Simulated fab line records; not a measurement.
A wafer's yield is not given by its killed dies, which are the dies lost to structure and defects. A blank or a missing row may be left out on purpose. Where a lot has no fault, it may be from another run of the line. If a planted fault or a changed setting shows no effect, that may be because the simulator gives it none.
Which of the tools did it?	flow sky130	Sampling: 24 lots, 72 wafers, 6 of 708 route steps

WHAT EACH GAUGE READ, for each wafer
Not one reading of a measure or inspect step in the record can be checked against a usual standard deviation.

WHICH TOOL RAN EACH LOT (tool, then ch and the chambers of the sampled wafers, then the start)
lot	SKY_LI_CONTACT_SPUTTER_19	SKY_METAL1_METAL_ETCH_19	SKY_VIA1_SPUTTER_20	SKY_METAL3_SPUTTER_03	SKY_VIA3_ETCH_15	SKY_METAL4_DESCUM_15
L074	pvdSputter-03, day 29 01:46	rieMetal-04 ch 0,1, day 32 17:15	pvdSputter-01, day 33 22:16	pvdSputter-04, day 36 08:15	rieDiel-02 ch 1,2,3, day 39 15:47	rieMetal-03 ch 0,1, day 41 18:42
L075	pvdSputter-03, day 29 05:46	rieMetal-01 ch 0, day 32 20:38	pvdSputter-01, day 34 01:42	pvdSputter-01, day 36 10:53	rieDiel-02 ch 2,3, day 39 16:35	rieMetal-01 ch 0,1, day 41 19:46
L076	pvdSputter-03, day 29 12:26	rieMetal-02 ch 1, day 33 02:14	pvdSputter-02, day 34 07:18	pvdSputter-01, day 36 16:11	rieDiel-02 ch 2,3, day 39 21:28	rieMetal-04 ch 0, day 41 23:12
L077	pvdSputter-03, day 30 05:37	rieMetal-02 ch 0,1, day 33 19:09	pvdSputter-02, day 35 00:50	pvdSputter-02, day 37 09:44	rieDiel-02 ch 0,1,3, day 40 15:38	rieMetal-01 ch 0,1, day 42 18:19
L078	pvdSputter-01, day 30 05:56	rieMetal-04 ch 0,1, day 33 20:06	pvdSputter-01, day 35 01:12	pvdSputter-04, day 37 10:22	rieDiel-03 ch 1,2,3, day 40 16:02	rieMetal-03 ch 0,1, day 42 18:43
L079	pvdSputter-03, day 30 22:55	rieMetal-04 ch 0,1, day 34 13:07	pvdSputter-03, day 35 18:12	pvdSputter-04, day 38 01:34	rieDiel-02 ch 0,1,2, day 41 05:35	rieMetal-01 ch 0, day 43 06:19
L080	pvdSputter-02, day 31 12:23	rieMetal-04 ch 1, day 35 02:34	pvdSputter-03, day 36 07:05	pvdSputter-04, day 38 14:10	rieDiel-03 ch 0,1, day 41 18:50	rieMetal-04 ch 0, day 43 19:54
L081	pvdSputter-01, day 31 16:40	rieMetal-01 ch 0,1, day 35 05:57	pvdSputter-01, day 36 09:59	pvdSputter-04, day 38 16:28	rieDiel-03 ch 1,2,3, day 41 20:16	rieMetal-03 ch 0, day 43 21:27
L082	pvdSputter-03, day 32 01:17	rieMetal-01 ch 0,1, day 35 14:36	pvdSputter-03, day 36 18:34	pvdSputter-04, day 39 00:52	rieDiel-04 ch 0,3, day 42 02:57	rieMetal-01 ch 0,1, day 44 03:46
L084	pvdSputter-02, day 32 12:56	rieMetal-02 ch 0, day 36 01:33	pvdSputter-03, day 37 05:35	pvdSputter-02, day 39 12:40	rieDiel-03 ch 0,1,3, day 42 16:05	rieMetal-01 ch 0, day 44 15:54
L083	pvdSputter-01, day 32 12:56	rieMetal-02 ch 0,1, day 36 02:44	pvdSputter-02, day 37 06:29	pvdSputter-04, day 39 12:10	rieDiel-02 ch 0,1,3, day 42 15:26	rieMetal-01 ch 0,1, day 44 15:04
L085	pvdSputter-03, day 32 22:20	rieMetal-02 ch 1, day 36 10:54	pvdSputter-03, day 37 15:20	pvdSputter-02, day 39 21:49	rieDiel-03 ch 0,1,2, day 42 23:59	rieMetal-01 ch 0,1, day 44 23:01
L086	pvdSputter-02, day 33 04:13	rieMetal-04 ch 0, day 36 14:54	pvdSputter-01, day 37 18:17	pvdSputter-01, day 39 23:47	rieDiel-02 ch 0,1, day 43 00:43	rieMetal-01 ch 0,1, day 44 23:40
L087	pvdSputter-02, day 33 18:41	rieMetal-04 ch 1, day 37 06:31	pvdSputter-01, day 38 10:05	pvdSputter-02, day 40 15:19	rieDiel-02 ch 0,2, day 43 20:06	rieMetal-04 ch 0, day 45 18:28
L088	pvdSputter-02, day 33 21:52	rieMetal-02 ch 0,1, day 37 10:14	pvdSputter-02, day 38 13:59	pvdSputter-02, day 40 18:38	rieDiel-04 ch 0,2,3, day 43 20:27	rieMetal-04 ch 0,1, day 45 19:11
L089	pvdSputter-03, day 34 16:14	rieMetal-01 ch 0, day 38 02:20	pvdSputter-01, day 39 04:58	pvdSputter-02, day 41 09:49	rieDiel-02 ch 2,3, day 44 08:07	rieMetal-03 ch 0, day 46 05:52
L090	pvdSputter-02, day 34 18:29	rieMetal-02 ch 0,1, day 38 06:53	pvdSputter-02, day 39 10:11	pvdSputter-01, day 41 15:38	rieDiel-04 ch 2,3, day 44 14:48	rieMetal-04 ch 0,1, day 46 10:01
L091	pvdSputter-01, day 35 00:20	rieMetal-01 ch 0, day 38 10:52	pvdSputter-01, day 39 14:12	pvdSputter-01, day 41 19:12	rieDiel-04 ch 0,2,3, day 44 18:45	rieMetal-03 ch 0,1, day 46 15:16
L092	pvdSputter-02, day 35 05:10	rieMetal-04 ch 0,1, day 38 14:28	pvdSputter-03, day 39 17:24	pvdSputter-04, day 41 22:01	rieDiel-02 ch 1,2,3, day 44 21:29	rieMetal-04 ch 0, day 46 16:45
L093	pvdSputter-02, day 35 15:35	rieMetal-01 ch 0, day 39 00:56	pvdSputter-03, day 40 03:12	pvdSputter-01, day 42 06:16	rieDiel-02 ch 0,2,3, day 45 04:20	rieMetal-01 ch 0,1, day 46 23:58
L095	pvdSputter-03, day 35 20:22	rieMetal-04 ch 0,1, day 39 03:58	pvdSputter-03, day 40 06:14	pvdSputter-01, day 42 09:38	rieDiel-03 ch 0,1, day 45 06:31	rieMetal-04 ch 0,1, day 47 01:03
L094	pvdSputter-02, day 36 01:26	rieMetal-01 ch 1, day 39 09:40	pvdSputter-03, day 40 12:21	pvdSputter-04, day 42 15:53	rieDiel-03 ch 0,1,2, day 45 12:33	rieMetal-03 ch 0,1, day 47 06:37
L096	pvdSputter-02, day 36 04:17	rieMetal-04 ch 0,1, day 39 13:15	pvdSputter-03, day 40 16:00	pvdSputter-04, day 42 20:08	rieDiel-04 ch 0,1,2, day 45 16:13	rieMetal-03 ch 0,1, day 47 11:01
L097	pvdSputter-03, day 37 00:46	rieMetal-01 ch 1, day 40 08:27	pvdSputter-02, day 41 10:53	pvdSputter-04, day 43 13:20	rieDiel-03 ch 1,2,3, day 46 08:09	rieMetal-04 ch 0,1, day 48 02:37
- SKY_LI_CONTACT_SPUTTER_19: material Ti, target thk 20 nm, time 106.37 s.
- SKY_METAL1_METAL_ETCH_19: etches the open film in Cl2/BCl3, stops on SiO2, target depth 360 nm, time 78 s.
- SKY_VIA1_SPUTTER_20: material TiN, target thk 20 nm, time 80 s.
- SKY_METAL3_SPUTTER_03: material Ti, target thk 5 nm, time 3.3 s.
- SKY_VIA3_ETCH_15: etches SiO2 in C4F8/O2/Ar, stops on TiN, target depth 507 nm, time 78 s.
- SKY_METAL4_DESCUM_15: chemistry O2, time 8 s.

WHAT THE TOOLS THEMSELVES READ (means of the sampled wafers that have a number; where no wafer has one, the mark that the record gives instead)
SKY_LI_CONTACT_SPUTTER_19. Usual: substrateTempC 199.99 C, standard deviation 0.16; throttleValvePct 29.8 %, standard deviation 0.88.
lot	tool	substrateTempC (C)	throttleValvePct (%)	flag
L074	pvdSputter-03	199.96	30.0	
L075	pvdSputter-03	200.05	30.0	
L076	pvdSputter-03	200.01	30.4	
L077	pvdSputter-03	200.09	30.2	
L078	pvdSputter-01	199.92	30.4	
L079	pvdSputter-03	199.96	30.5	
L080	pvdSputter-02	200.02	28.9	
L081	pvdSputter-01	199.92	30.1	
L082	pvdSputter-03	199.98	30.2	
L084	pvdSputter-02	199.97	29.7	
L083	pvdSputter-01	200.09	30.4	
L085	pvdSputter-03	200.02	30.5	
L086	pvdSputter-02	199.97	28.9	
L087	pvdSputter-02	199.93	29.0	
L088	pvdSputter-02	199.90	29.5	
L089	pvdSputter-03	200.01	30.2	
L090	pvdSputter-02	200.05	28.7	
L091	pvdSputter-01	200.18	30.5	
L092	pvdSputter-02	200.07	28.9	
L093	pvdSputter-02	199.87	29.6	
L095	pvdSputter-03	199.97	30.6	
L094	pvdSputter-02	200.13	28.8	
L096	pvdSputter-02	199.91	29.5	
L097	pvdSputter-03	199.98	30.1	

SKY_METAL1_METAL_ETCH_19. Usual: drypumpMotorCurrentA 5.6 A, standard deviation 0.4; oesProductAu 0.854 a.u., standard deviation 0.0061; throttleValvePct 22.264 %, standard deviation 0.0084.
lot	tool	drypumpMotorCurrentA (A)	oesProductAu (a.u.)	throttleValvePct (%)	flag
L074	rieMetal-04	5.8	0.852	22.267	
L075	rieMetal-01	4.9	0.856	22.262	
L076	rieMetal-02	5.8	0.853	22.257	
L077	rieMetal-02	5.6	0.855	22.270	
L078	rieMetal-04	5.8	0.853	22.265	
L079	rieMetal-04	5.8	0.849	22.252	
L080	rieMetal-04	5.8	0.860	22.265	
L081	rieMetal-01	5.3	0.858	22.264	
L082	rieMetal-01	5.6	0.852	22.267	
L084	rieMetal-02	5.5	0.854	22.261	
L083	rieMetal-02	5.6	0.861	22.256	
L085	rieMetal-02	5.8	0.859	22.263	
L086	rieMetal-04	5.9	0.850	22.260	
L087	rieMetal-04	5.8	0.857	22.268	
L088	rieMetal-02	5.6	0.854	22.268	
L089	rieMetal-01	4.8	0.849	22.264	
L090	rieMetal-02	5.6	0.859	22.273	
L091	rieMetal-01	4.9	0.856	22.269	
L092	rieMetal-04	5.9	0.855	22.260	
L093	rieMetal-01	4.9	0.849	22.270	
L095	rieMetal-04	5.8	0.857	22.261	
L094	rieMetal-01	6.0	0.851	22.264	
L096	rieMetal-04	5.8	0.855	22.262	
L097	rieMetal-01	6.0	0.855	22.267	

SKY_VIA1_SPUTTER_20. Usual: throttleValvePct at 30.0 %, with a standard deviation of 0.91.
lot	tool	throttleValvePct (%)	flag
L074	pvdSputter-01	30.0	
L075	pvdSputter-01	30.4	
L076	pvdSputter-02	29.5	
L077	pvdSputter-02	30.2	
L078	pvdSputter-01	30.5	
L079	pvdSputter-03	30.3	
L080	pvdSputter-03	30.1	
L081	pvdSputter-01	29.9	
L082	pvdSputter-03	30.3	
L084	pvdSputter-03	30.1	
L083	pvdSputter-02	28.8	
L085	pvdSputter-03	30.3	
L086	pvdSputter-01	31.0	
L087	pvdSputter-01	31.2	
L088	pvdSputter-02	29.0	
L089	pvdSputter-01	30.1	
L090	pvdSputter-02	29.6	
L091	pvdSputter-01	30.2	
L092	pvdSputter-03	30.1	
L093	pvdSputter-03	30.2	
L095	pvdSputter-03	29.8	
L094	pvdSputter-03	30.3	
L096	pvdSputter-03	30.3	
L097	pvdSputter-02	28.8	

SKY_METAL3_SPUTTER_03. Usual: throttleValvePct at 30.2 %, with a standard deviation of 1.
lot	tool	throttleValvePct (%)	flag
L074	pvdSputter-04	30.6	
L075	pvdSputter-01	30.1	
L076	pvdSputter-01	30.2	
L077	pvdSputter-02	28.9	
L078	pvdSputter-04	30.5	
L079	pvdSputter-04	31.3	
L080	pvdSputter-04	30.8	
L081	pvdSputter-04	30.4	
L082	pvdSputter-04	30.4	
L084	pvdSputter-02	29.5	
L083	pvdSputter-04	30.8	
L085	pvdSputter-02	28.9	
L086	pvdSputter-01	30.5	
L087	pvdSputter-02	29.5	
L088	pvdSputter-02	29.5	
L089	pvdSputter-02	29.6	
L090	pvdSputter-01	29.8	
L091	pvdSputter-01	30.0	
L092	pvdSputter-04	30.5	
L093	pvdSputter-01	30.5	
L095	pvdSputter-01	31.1	
L094	pvdSputter-04	30.9	
L096	pvdSputter-04	30.8	
L097	pvdSputter-04	30.4	

SKY_VIA3_ETCH_15. Usual: oesProductAu at 0.946 a.u., with a standard deviation of 0.0049.
lot	tool	oesProductAu (a.u.)	flag
L074	rieDiel-02	0.942	
L075	rieDiel-02	0.948	
L076	rieDiel-02	0.949	
L077	rieDiel-02	0.946	
L078	rieDiel-03	0.945	
L079	rieDiel-02	0.942	
L080	rieDiel-03	0.947	
L081	rieDiel-03	0.943	
L082	rieDiel-04	0.941	
L084	rieDiel-03	0.945	
L083	rieDiel-02	0.948	
L085	rieDiel-03	0.952	
L086	rieDiel-02	0.946	
L087	rieDiel-02	0.947	
L088	rieDiel-04	0.936	
L089	rieDiel-02	0.947	
L090	rieDiel-04	0.944	
L091	rieDiel-04	0.946	
L092	rieDiel-02	0.946	
L093	rieDiel-02	0.946	
L095	rieDiel-03	0.942	
L094	rieDiel-03	0.945	
L096	rieDiel-04	0.943	
L097	rieDiel-03	0.943	

SKY_METAL4_DESCUM_15. Usual: drypumpMotorCurrentA 5.6 A, standard deviation 0.41; oesProductAu 0.998 a.u., standard deviation 0.012.
lot	tool	drypumpMotorCurrentA (A)	oesProductAu (a.u.)	flag
L074	rieMetal-03	5.6	0.983	
L075	rieMetal-01	5.6	1.012	
L076	rieMetal-04	5.9	0.981	
L077	rieMetal-01	5.3	1.001	
L078	rieMetal-03	5.6	1.000	
L079	rieMetal-01	4.8	1.010	
L080	rieMetal-04	5.9	0.994	
L081	rieMetal-03	5.9	1.002	
L082	rieMetal-01	5.6	1.004	
L084	rieMetal-01	4.9	1.008	
L083	rieMetal-01	5.3	1.010	
L085	rieMetal-01	5.6	1.008	
L086	rieMetal-01	5.6	1.015	
L087	rieMetal-04	5.9	1.000	
L088	rieMetal-04	5.8	0.995	
L089	rieMetal-03	5.9	0.992	
L090	rieMetal-04	5.9	0.991	
L091	rieMetal-03	5.7	0.986	
L092	rieMetal-04	5.9	0.997	
L093	rieMetal-01	5.6	1.010	
L095	rieMetal-04	5.9	0.996	
L094	rieMetal-03	5.7	0.988	
L096	rieMetal-03	5.6	0.988	
L097	rieMetal-04	5.8	0.991	

THE ANSWER, worked out from the rows above alone
Rule: a lot counts as off when the mean over its wafers that have a number is more than 3 standard deviations away from the usual mean. Also off: a lot with no number at a reading for which 4 or more lots have one. Where the step has rows for the other lots, those lots are counted as sound. After the gauges, taken in route order, come the tools' own readings; for these a lot's mean is taken, as printed above. The first step at which some lot is off is used, and at that step the reading that is off furthest; a lot without a number counts as furthest.
None of the lots is off at any reading shown; this tells nothing.

WHAT HAD BEEN PUT IN BY THE SIMULATOR
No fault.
